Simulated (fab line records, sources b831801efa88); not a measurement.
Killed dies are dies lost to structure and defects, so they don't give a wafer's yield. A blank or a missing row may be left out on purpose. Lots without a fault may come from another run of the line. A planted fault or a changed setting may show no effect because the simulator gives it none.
Chamber matching | flow sky130 | SKY_FIELD_ISO_ETCH_17 on rie_si-01: 4 sister chambers
The step etches Si in HBr/Cl2/O2, target depth 342 nm, time 97.7 s. 4 wafers are shown with their chamber, then 8 later ones without.

WAFERS WITH THEIR CHAMBER
wafer  | chamber | drypump_motor_current_A (A)
L333.2 | 3       | 5.8
L336.6 | 1       | 5.7
L341.5 | 2       | 6.5
L342.3 | 0       | 5.6

WAFERS WITHOUT THEIR CHAMBER
wafer  | drypump_motor_current_A (A)
L342.4 | 5.8
L342.5 | 5.7
L345.3 | 5.6
L345.4 | 5.8
L345.6 | 5.7
L347.3 | 6.5
L347.5 | 5.9
L347.6 | 6.6

WHICH CHAMBER EACH WENT THROUGH
wafer  | from the rows above     | in truth
L342.4 | can't be placed: 3 or 1 | 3
L342.5 | can't be placed: 1 or 3 | 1
L345.3 | 0                       | 0
L345.4 | can't be placed: 3 or 1 | 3
L345.6 | can't be placed: 1 or 3 | 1
L347.3 | 2                       | 2
L347.5 | can't be placed: 3 or 1 | 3
L347.6 | 2                       | 2
Placed correctly: 3 of 8. Can't be placed from these rows: 5 (the true chamber is among the candidates in 5). Placed wrongly: 0.
How it was worked out, from the rows above alone: a wafer's distance from a chamber is the root of the sum, over the readings, of the square of ((its reading less the chamber's mean) divided by the reading's scatter). The wafer belongs to the nearest chamber; if the next one is less than 2 further off, it can't be placed. A chamber's mean is the mean of its shown wafers. The scatter: with one shown wafer a chamber, the root of the mean of the squares of how far each hidden wafer lies from its nearest shown one.
